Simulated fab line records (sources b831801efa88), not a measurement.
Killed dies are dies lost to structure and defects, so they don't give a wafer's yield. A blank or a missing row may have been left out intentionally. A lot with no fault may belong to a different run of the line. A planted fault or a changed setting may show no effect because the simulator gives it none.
Matching of chambers	flow gf180mcu	4 sister chambers for GF_V2_CMP_04 on cmp-01
The step polishes SiO2. 8 wafers are shown with their chamber, then 7 later ones without.

## WAFERS WITH THEIR CHAMBER
wafer	chamber	motorCurrentA (A)	timeToEndpointS (s)
L706.6	0	13.7	74
L711.1	1	9.6	70
L711.6	3	12.5	70
L716.1	3	12.3	68
L716.3	0	13.8	76
L716.4	2	13.9	81
L717.2	2	13.4	75
L717.4	1	9.5	79

## WAFERS WHOSE CHAMBER IS MISSING
wafer	motorCurrentA (A)	timeToEndpointS (s)
L717.5	9.6	80
L727.2	13.6	72
L727.3	10.2	83
L727.4	12.0	82
L728.1	13.8	74
L728.2	9.6	68
L728.6	12.1	68

## WHICH CHAMBER EACH ONE RAN IN
wafer	from the rows above	in truth
L717.5	1	1
L727.2	can't be placed: 0 or 2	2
L727.3	1	1
L727.4	3	3
L728.1	can't be placed: 0 or 2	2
L728.2	1	1
L728.6	3	3
Correctly placed: 5 of 7. Can't be placed from these rows: 2 (the true chamber is among the candidates in 2). Wrongly placed: 0.
How it was worked out, from the rows above alone: a wafer's distance from a chamber is the root of the sum, over the readings, of the square of ((its reading less the chamber's mean) divided by the reading's scatter). The wafer belongs to the nearest chamber; if the next one is less than 2 further off, it can't be placed. The mean given for a chamber averages the wafers shown for that chamber. The scatter is the square root of a quotient: the sum, over the shown wafers, of each reading's squared deviation from its chamber's mean, divided by wafers minus chambers.
